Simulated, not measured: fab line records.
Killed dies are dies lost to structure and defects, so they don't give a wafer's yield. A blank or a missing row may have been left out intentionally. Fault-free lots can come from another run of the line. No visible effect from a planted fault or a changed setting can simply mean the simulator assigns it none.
Problem report, 8D (eight disciplines) form, completed by code	flow sky130	the parts of the form that need people (team, actions taken, sign-off) are left out

## 1. WHAT IS WRONG
spin speed rpm at SKY_VT_ADJUST_LVTN_COAT_02 reads a mean of 1856.1 rpm on 6 wafers of 2 lots; wafers without a fault read 2000.1 rpm with a standard deviation of 1.4. So: -99 or more standard deviations from the usual mean.
The step: resist thk 3000 nm.
Seen first at day 11 20:58 on litho track-01, wafer L384.1. Wafers with a number at this step in the record: 36, from 12 lots. The rule behind "out" and "out of limits": a value lying over 4 standard deviations away from the usual mean. All remaining wafers that have a number are taken as sound.

## 2. WHAT IT IS AND WHAT IT IS NOT
question	is	is not
which readings at this step	spin speed rpm	-
which lots	L384, L385	L364, L365, L366, L368, L369, L370, L375, L376, L383, L386
which wafers of those lots	all that have a number	-
read on which tools	litho track-01	litho track-02, litho track-03
when	from day 11 20:58	up to then (27 sound wafers); but 3 sound wafers of L386 came after

## 3. THE SUSPECTS, EACH WITH WHAT RULES IT OUT
Counting: a tool stays on the suspect list if, at a process step up to the reading, it processed all lots that are out and no sound lot following the first of them.
- litho track-01 at SKY_VT_ADJUST_LVTN_COAT_02 (resist thk 3000 nm): kept. It processed each lot that is out, first L384 at day 11 20:58, and no sound lot thereafter; up to then, the last sound lot it processed was L383 at day 11 12:22. Its own spin speed rpm readings are out on those wafers.
Left after counting: litho track-01 at SKY_VT_ADJUST_LVTN_COAT_02.

## 4. THE CAUSE (what the simulator had put in)
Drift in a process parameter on litho track-01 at SKY_VT_ADJUST_LVTN_COAT_02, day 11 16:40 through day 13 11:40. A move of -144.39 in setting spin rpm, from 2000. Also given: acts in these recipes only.
Only this tool survived the counting.

## 5. THE EFFECT CHAIN, in route order
Each row: a reading whose mean over the struck wafers that have a number lies more than 3 standard deviations from the usual. Only readings for which the record gives a usual standard deviation are gone through. hours: the time from each lot's start at the first step in this table that gives one to its start at this step, as a median over the lots. sigmas: the change in usual standard deviations.
hours	step	reading	usual	on struck wafers	change	sigmas
0	SKY_VT_ADJUST_LVTN_COAT_02	spin speed rpm	2000.1 rpm	1856.1	-144.0	-99 or more
13	SKY_VT_ADJUST_LVTN_STRIP_09	strip time to endpoint s	36.91 s	38.32	+1.41	+14
It contains these process steps:
- SKY_VT_ADJUST_LVTN_COAT_02: resist thk 3000 nm.
- SKY_VT_ADJUST_LVTN_STRIP_09: strips in O2/N2.

## 6. HOW IT WOULD HAVE BEEN CAUGHT EARLIER
In this record no reading fell out of limits until day 11 20:58, 4 hours after the fault had begun at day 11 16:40.
